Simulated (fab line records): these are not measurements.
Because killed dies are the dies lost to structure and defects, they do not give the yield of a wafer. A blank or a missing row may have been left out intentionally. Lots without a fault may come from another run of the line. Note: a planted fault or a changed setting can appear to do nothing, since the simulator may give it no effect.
Struck lot and sound lot, side by side | flow sky130 | 17 out of 708 route steps
Sound: these wafers, L132.1, L132.2, L132.4. The struck wafers were L137.1, L137.3, L137.6. The cause is given at the end.
At each step with rows: each side's tool, then ch and its chambers, then its first start. Under that, the readings that differ: sound wafers | struck wafers | difference of the means | sigmas: that difference in standard deviations of wafers without a fault.
alike: a reading whose means differ by less than 2 such deviations, as well as words and numbers matching on both sides. not compared: withheld readings; readings where some wafer has no value; bounds like >300 that might hide an equal value; numbers whose values overlap and for which the record gives no deviation.
The two part at a step that has a row with sigmas, a row that says differs or no value, or rows on one side only. When numbers do not overlap yet have no deviation, they are printed without sigmas and do not part them. A reading that every wafer of one side lacks parts them only if that side has two wafers or more.

first, 4 steps without rows for these wafers: SKY_FIELD_ISO_WET_ETCH_29 (etches Si3N4 in H3PO4, target depth 160 nm, time 1825 s); SKY_FIELD_ISO_WET_ETCH_30 (etches SiO2 in dHF, target depth 25 nm, time 50 s); SKY_NWELL_CLEAN_00 (cleans in SC1/SC2, time 150 s); SKY_NWELL_OXIDATION_01 (stabilise 600 s, purge 300 s, target thk 10 nm).
SKY_NWELL_THK_MEAS_02:
  sound on film-metro-01, day 4 18:13; struck on film-metro-02, day 5 09:11
  alike: NWELL_OXIDATION_THK
then, 7 steps without rows for these wafers: SKY_DNWELL_DEHYDRATE_00 (time 60 s); SKY_DNWELL_HMDS_01 (prime time 60 s); SKY_DNWELL_COAT_02 (resist thk 3000 nm); SKY_DNWELL_SOFTBAKE_03; SKY_DNWELL_EXPOSE_04 (exposes mask DNM, target cd 3000 nm); SKY_DNWELL_PEB_05; SKY_DNWELL_DEVELOP_06 (develop time 60 s).
SKY_DNWELL_IMPLANT_07:
  sound on implanter-03 ch 0, day 5 10:52; struck on implanter-03 ch 0, day 6 02:56
  not compared: implant-ion-amu
SKY_DNWELL_STRIP_08: strips in O2/N2.
  sound on plasma-asher-02 ch 0,1, day 5 11:01; struck on plasma-asher-03 ch 0,1, day 6 03:05
  alike: drypump-motor-current-A, oes-product-au, strip-time-to-endpoint-s
  not compared: rf-hours-counter-h
SKY_DNWELL_TW_MEAS_09:
  sound on film-metro-02, day 5 11:07; struck on film-metro-02, day 6 03:11
  reading   | sound          | struck         | difference | sigmas
  DNWELL_TW | 1127 1132 1127 | 2046 2047 2050 | +919       | +99 or more
then, 1 step without rows for these wafers: SKY_PWDE_DEHYDRATE_00 (time 60 s).
SKY_PAD_OPEN_PROBE_99:
  rows exist in the record for the sound wafers here (prober-02, day 48 06:14), none for the struck ones

## WHERE THEY PART
Last at SKY_PAD_OPEN_PROBE_99 as far as this record goes, first at SKY_DNWELL_TW_MEAS_09.

WHY: the cause the simulator had injected
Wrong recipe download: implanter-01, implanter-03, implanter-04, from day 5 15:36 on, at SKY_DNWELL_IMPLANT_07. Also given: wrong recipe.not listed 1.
